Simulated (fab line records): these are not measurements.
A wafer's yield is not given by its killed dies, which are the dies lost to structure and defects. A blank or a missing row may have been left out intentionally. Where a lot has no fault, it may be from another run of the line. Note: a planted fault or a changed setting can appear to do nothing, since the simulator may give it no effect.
8D (eight disciplines) problem report, filled in by code | flow sky130 | the parts of the form that need people (team, actions taken, sign-off) are left out

1. THE PROBLEM
SKY_LDD_LDN_STRIP_12, oes-product-au: mean 0.956 a.u. on 3 wafers (1 lot); fault-free wafers 0.716 a.u., standard deviation 0.0049. Measured from the usual mean, that is +49 standard deviations.
The step: strips in O2/N2.
The first sign was on wafer L738.1 at day 25 15:57, on plasma-asher-01. Wafers with a number at this step in the record: 39, from 13 lots. Rule for "out" (also "out of limits"): further than 4 standard deviations from the usual mean. The rest of the wafers with a number are treated as sound.

2. WHAT IT IS AND WHAT IT IS NOT
question                    | is                     | is not
which readings at this step | oes-product-au         | drypump-motor-current-A
which lots                  | L738                   | L731, L732, L743, L745, L746, L747, L749, L750, L751, L752, L753, L754
which wafers of those lots  | all that have a number | -
read on which tools         | plasma-asher-01        | plasma-asher-02, plasma-asher-03
when                        | from day 25 15:57      | up to then (6 sound wafers); but 30 sound wafers of L743, L745, L746, L747, L749, L750, L751, L752, L753, L754 came after

3. WHAT RULES OUT EACH SUSPECT
Counting: any tool at a process step up to the reading is kept as a suspect provided that every lot that is out went through it and no sound lot did after the first of them.
- plasma-asher-01 at SKY_LDD_LDN_STRIP_12 (strips in O2/N2): ruled out as a lasting fault. The sound lots L745, L751, L753, L754 went through it after L738, its earliest lot that is out (day 25 15:57).
Left after counting: nothing in the record.

4. THE CAUSE (what the simulator had put in)
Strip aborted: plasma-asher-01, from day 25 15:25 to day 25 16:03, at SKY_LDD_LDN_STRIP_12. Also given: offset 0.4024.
Counting ruled it out, wrongly.

5. SEQUENCE OF EFFECTS, ordered by route
Each row: a reading whose mean over the struck wafers that have a number lies more than 3 standard deviations from the usual. Scope: only readings with a usual standard deviation given in the record; hours: median across lots of the time from each lot's start at the first step in this table that gives one to its start at this step; sigmas: change in usual standard deviations.
hours | step                  | reading             | usual      | on struck wafers | change | sigmas
0     | SKY_LDD_LDN_STRIP_12  | oes-product-au      | 0.716 a.u. | 0.956            | +0.240 | +49
528   | SKY_PAD_OPEN_PROBE_99 | killed-at-front-end | 15         | 400              | +385   | +86
528   | SKY_PAD_OPEN_PROBE_99 | killed-dies         | 86         | 469              | +383   | +40
528   | SKY_PAD_OPEN_PROBE_99 | killed-on-rim       | 17         | 84               | +67    | +17
Process steps it contains:
- SKY_LDD_LDN_STRIP_12: strips in O2/N2.
- SKY_PAD_OPEN_PROBE_99
Readings that are blank on the struck wafers while sound wafers have them: strip-time-to-endpoint-s at SKY_LDD_LDN_STRIP_12.

6. WHAT WOULD HAVE CAUGHT IT SOONER
In this record the first reading out of limits was taken at day 25 15:57, 1 hour after the fault began at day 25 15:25.
